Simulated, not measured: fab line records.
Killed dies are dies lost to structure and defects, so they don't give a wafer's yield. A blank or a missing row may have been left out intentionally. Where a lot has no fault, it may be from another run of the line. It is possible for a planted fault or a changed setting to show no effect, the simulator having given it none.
Which tool is to blame? / flow sky130 / 20 wafers sampled from 7 lots at 1 step of a route of 708

== WHAT EACH GAUGE READ, for each wafer ==
SKY_SONOS_ONO_OVL_MEAS_14.
lot=L494; measured=day 12 22:40; on=overlay-02; SONOS_ONO_OVL (nm)=-3.5 -2.0 -1.2
lot=L496; measured=day 13 12:48; on=overlay-02; SONOS_ONO_OVL (nm)=-1.1 -0.2 -0.7
lot=L498; measured=day 14 08:42; on=overlay-01; SONOS_ONO_OVL (nm)=1.2 -0.7 0.8
lot=L504; measured=day 16 09:41; on=overlay-02; SONOS_ONO_OVL (nm)=-2.6 -0.4 -0.4
lot=L506; measured=day 17 02:54; on=overlay-02; SONOS_ONO_OVL (nm)=-0.2 0.1
lot=L514; measured=day 19 20:08; on=overlay-02; SONOS_ONO_OVL (nm)=-1.4 0.8 0.6
lot=L516; measured=day 20 13:37; on=overlay-01; SONOS_ONO_OVL (nm)=-0.3 -1.6 0.4

== WHAT TOOL EACH LOT RAN ON (gives the tool, then ch and the chambers of the sampled wafers, and finally the start) ==
Record: no process step prior to these readings.

== THE ANSWER, worked out from the rows above alone ==
Rule: the usual values come from the lots themselves. The widest of any qualifying gaps counts: lots, ordered by their means at a reading, are off when they make up no more than a third of the lots, leave a main group of 4 or more, and stand apart from it by 3 or more times the standard deviation of that group's means. A main group whose means are all the same, to the digits that the tables above print for the reading, isn't used. Also off: a lot with no number at a reading for which 4 or more lots have one. The other lots that the step has rows for count as sound.
Nothing can be told from this: no lot is off at any reading shown.

== WHAT THE SIMULATOR PUT IN ==
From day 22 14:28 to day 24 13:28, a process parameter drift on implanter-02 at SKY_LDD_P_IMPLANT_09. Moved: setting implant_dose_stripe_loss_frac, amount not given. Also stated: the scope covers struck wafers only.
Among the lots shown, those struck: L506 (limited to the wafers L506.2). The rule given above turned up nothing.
